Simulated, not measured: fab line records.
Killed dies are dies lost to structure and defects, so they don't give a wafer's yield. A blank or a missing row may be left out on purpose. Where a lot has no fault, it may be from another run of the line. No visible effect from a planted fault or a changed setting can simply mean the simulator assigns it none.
A lot that was struck, set against a sound lot + flow sky130 + 36 steps out of a route of 708
Sound: wafers L844.1, L844.2, L844.4. Wafers struck: L846.1, L846.4, L846.6. Last of all comes the cause.
At each step with rows: each side's tool, then ch and its chambers, then its first start. Under that, the readings that differ: sound wafers + struck wafers + difference of the means + sigmas: that difference in standard deviations of wafers without a fault.
alike: readings with means less than 2 such deviations apart, plus words and numbers identical on both sides. not compared: withheld readings, readings lacking a value on some wafer, bounds such as >300 that could conceal the same value, and numbers that have no deviation in the record and whose values overlap.
Wherever a step has rows on one side only, a row that says differs or no value, or a row with sigmas, the two part there. When numbers do not overlap yet have no deviation, they are printed without sigmas and do not part them. Lack of a reading on every wafer of one side parts them only where that side has two or more wafers.

first, 10 steps without rows for these wafers: SKY_POLY_CUT_ETCH_10 (etches BARC in N2/H2, stops on SiO2, time 45.9 s, target depth 60 nm); SKY_POLY_CUT_ETCH_11 (etches Si3N4 in CF4/CH2F2/Ar, stops on poly-Si, time 42.5 s, target depth 60 nm); SKY_POLY_CUT_STRIP_12 (strips in O2/N2); SKY_SD_P_DEHYDRATE_00 (time 60 s); SKY_SD_P_HMDS_01 (prime time 60 s); SKY_SD_P_COAT_02 (resist thk 1140 nm); SKY_SD_P_SOFTBAKE_03 (time 60 s); SKY_SD_P_EXPOSE_04 (exposes mask PSDM, target cd 380 nm); SKY_SD_P_PEB_05; SKY_SD_P_DEVELOP_06 (develop time 60 s).
SKY_SD_P_IMPLANT_09:
  sound on implanter-01 ch 0, day 31 02:06; struck on implanter-03 ch 0, day 31 13:06
| reading                   | sound                | struck               | difference | sigmas      |
|---------------------------|----------------------|----------------------|------------|-------------|
| beam_energy_keV           | 20.003 19.992 20.007 | 18.655 18.655 18.649 | -1.348     | -99 or more |
| model.implant.rp_nm (nm)  | 17.55 17.55 17.55    | 16.72 16.72 16.72    | -0.83      |             |
| model.implant.drp_nm (nm) | 9.746 9.746 9.746    | 9.279 9.279 9.279    | -0.467     |             |
SKY_SD_P_STRIP_10: strips in O2/N2.
  sound on plasma_asher-04 ch 0,1, day 31 02:15; struck on plasma_asher-02 ch 0,1, day 31 13:15
| reading                      | sound             | struck            | difference | sigmas |
|------------------------------|-------------------|-------------------|------------|--------|
| strip_time_to_endpoint_s (s) | 17.43 17.47 17.44 | 17.35 17.36 17.38 | -0.08      | -2     |
  alike: drypump_motor_current_A, oes_product_au
  not compared: rf_hours_counter_h
SKY_SD_P_TW_MEAS_11:
  struck on film_metro-01, day 31 13:21; sound on film_metro-01, day 31 02:21
| reading | sound          | struck         | difference | sigmas |
|---------|----------------|----------------|------------|--------|
| SD_P_TW | 2823 2837 2831 | 2781 2777 2765 | -56        | -4     |
then, 21 steps without rows for these wafers: SKY_RES_XHIGH_DEHYDRATE_00 (time 60 s); SKY_RES_XHIGH_HMDS_01 (prime time 60 s); SKY_RES_XHIGH_COAT_02 (resist thk 1140 nm); SKY_RES_XHIGH_SOFTBAKE_03 (time 60 s); SKY_RES_XHIGH_EXPOSE_04 (exposes mask URPM, target cd 1270 nm); SKY_RES_XHIGH_PEB_05; SKY_RES_XHIGH_DEVELOP_06 (develop time 60 s); SKY_RES_XHIGH_IMPLANT_07; SKY_RES_XHIGH_STRIP_08 (strips in O2/N2); SKY_SD_N_DEHYDRATE_00 (time 60 s); SKY_SD_N_HMDS_01 (prime time 60 s); SKY_SD_N_COAT_02 (resist thk 1140 nm); SKY_SD_N_SOFTBAKE_03 (time 60 s); SKY_SD_N_EXPOSE_04 (exposes mask NSDM, target cd 380 nm); SKY_SD_N_PEB_05; SKY_SD_N_DEVELOP_06 (develop time 60 s); SKY_SD_N_IMPLANT_09; SKY_SD_N_IMPLANT_10; SKY_SD_N_STRIP_11 (strips in O2/N2); SKY_SD_N_CLEAN_13 (cleans in SC1/SC2, time 150 s); SKY_SD_N_RTA_14 (time 2 s).
-- the record jumps here: 2 days lie between the struck wafers' starts before and after --
SKY_SD_N_RS_MEAS_17: uses a four-point probe to measure.
  struck on film_metro-04, day 33 19:07; sound on film_metro-02, day 33 09:37
| reading          | sound             | struck            | difference | sigmas |
|------------------|-------------------|-------------------|------------|--------|
| SD_P_RS (ohm/sq) | 147.3 147.2 147.2 | 152.5 152.1 152.3 | +5.1       | +14    |
-- record jumps: 16 days separate the struck wafers' starts on either side; left off in module SD_N, taken up again in module PAD_OPEN, whose first shown step is the route's number 708 --
SKY_PAD_OPEN_PROBE_99:
  struck on prober-02, day 50 03:56; sound on prober-02, day 49 22:50
| reading                            | sound             | struck            | difference | sigmas |
|------------------------------------|-------------------|-------------------|------------|--------|
| model.etest.res_pdiff_hv.rs_ohm_sq | 188.6 188.2 188.7 | 197.2 197.5 198.2 | +9.1       |        |
| model.etest.res_pdiff.rs_ohm_sq    | 196.9 198.5 197.5 | 202 201.7 205.4   | +5         |        |
  alike: killed_at_M0_to_M3, killed_at_M4_up, killed_at_contacts, killed_at_front_end, killed_at_other, killed_dies, killed_open, killed_short

== WHERE THEY PART ==
Last at SKY_SD_N_RS_MEAS_17 as far as this record goes, first at SKY_SD_P_IMPLANT_09. Later steps at which nothing parts them and some readings are alike: SKY_PAD_OPEN_PROBE_99.

WHY: the cause the simulator had injected
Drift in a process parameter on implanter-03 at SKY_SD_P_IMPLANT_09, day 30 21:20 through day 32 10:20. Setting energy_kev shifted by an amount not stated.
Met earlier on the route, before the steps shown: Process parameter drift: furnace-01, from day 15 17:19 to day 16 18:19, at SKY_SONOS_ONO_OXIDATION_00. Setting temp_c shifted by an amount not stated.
